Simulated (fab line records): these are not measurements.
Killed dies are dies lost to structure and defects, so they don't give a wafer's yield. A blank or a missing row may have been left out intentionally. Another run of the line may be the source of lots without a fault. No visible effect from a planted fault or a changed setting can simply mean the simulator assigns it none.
Problem report in the 8D (eight disciplines) form, filled by code || flow sky130 || the parts of the form that need people (team, actions taken, sign-off) are left out

== 1. WHAT IS WRONG ==
At SKY_POLY_GATE_ETCH_17, runLengthS averages 105.9 s over 4 wafers from 3 lots, while fault-free wafers read 98.7 s, standard deviation 0.49. That puts it +15 standard deviations away from the usual mean.
The step: etches poly-Si in HBr/Cl2, stops on SiO2, target depth 180 nm, time 70.5 s.
First observed at day 19 05:32: wafer L281.2, on rieSi-01. The record has a number at this step for 32 wafers belonging to 11 lots. By rule, "out" or "out of limits" means more than 4 standard deviations away from the usual mean. Any other wafer with a number is counted as sound.

== 2. WHAT IT IS AND WHAT IT IS NOT ==
{"question": "which readings at this step", "is": "runLengthS, oesProductAu", "is not": "biasW, drypumpMotorCurrentA, throttleValvePct"}
{"question": "which lots", "is": "L281, L282, L283", "is not": "L278, L280, L290, L291, L292, L293, L294, L295"}
{"question": "which wafers of those lots", "is": "L281.2, L282.5, L283.2, L283.5", "is not": "L281.1, L281.4, L282.1, L282.6"}
{"question": "read on which tools", "is": "rieSi-01", "is not": "rieSi-02"}
{"question": "when", "is": "from day 19 05:32", "is not": "up to then (8 sound wafers); but 20 sound wafers of L282, L290, L291, L292, L293, L294, L295 came after"}

== 3. SUSPECTS, AND WHAT RULES EACH OUT ==
Counting: a tool at a process step up to the reading stays a suspect if it ran every lot that is out. Sound lots after the first of them don't rule it out here, since some wafers of a struck lot are sound.
- rieDiel-03 at SKY_POLY_GATE_ETCH_16 (etches Si3N4 in CH3F/O2, stops on poly-Si, time 147.5 s, target depth 75 nm): kept. It ran every lot that is out, first L281 (day 19 05:26).
- rieSi-01 at SKY_POLY_GATE_ETCH_17 (etches poly-Si in HBr/Cl2, stops on SiO2, target depth 180 nm, time 70.5 s): kept. It ran every lot that is out, first L281 (day 19 05:32); its last sound lot up to then is L278 (day 18 00:59). Its own readings are out on those wafers: oesProductAu, runLengthS.
Left after counting: rieDiel-03 at SKY_POLY_GATE_ETCH_16, rieSi-01 at SKY_POLY_GATE_ETCH_17.

== 4. THE CAUSE (what the simulator had put in) ==
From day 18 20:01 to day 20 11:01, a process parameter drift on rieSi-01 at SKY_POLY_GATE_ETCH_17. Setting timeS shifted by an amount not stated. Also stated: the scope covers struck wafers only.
Counting leaves 2 suspects; this tool is one of them.

== 5. THE EFFECT CHAIN, in route order ==
One row per reading whose mean, taken over the struck wafers that have a number, lies over 3 standard deviations from the usual. Only readings for which the record gives a usual standard deviation are gone through. hours: the time from each lot's start at the first step in this table that gives one to its start at this step, as a median over the lots. sigmas: the change in usual standard deviations.
{"hours": 0, "step": "SKY_POLY_GATE_ETCH_17", "reading": "oesProductAu", "usual": "0.984 a.u.", "on struck wafers": 0.936, "change": -0.048, "sigmas": -7.7}
{"hours": 0, "step": "SKY_POLY_GATE_ETCH_17", "reading": "runLengthS", "usual": "98.7 s", "on struck wafers": 105.9, "change": "+7.2", "sigmas": "+15"}
Process steps it contains:
- SKY_POLY_GATE_ETCH_17: etches poly-Si in HBr/Cl2, stops on SiO2, target depth 180 nm, time 70.5 s.

== 6. WHAT WOULD HAVE CAUGHT IT SOONER ==
In this record the first reading out of limits was taken at day 19 05:32, 10 hours after the fault began at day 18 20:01.
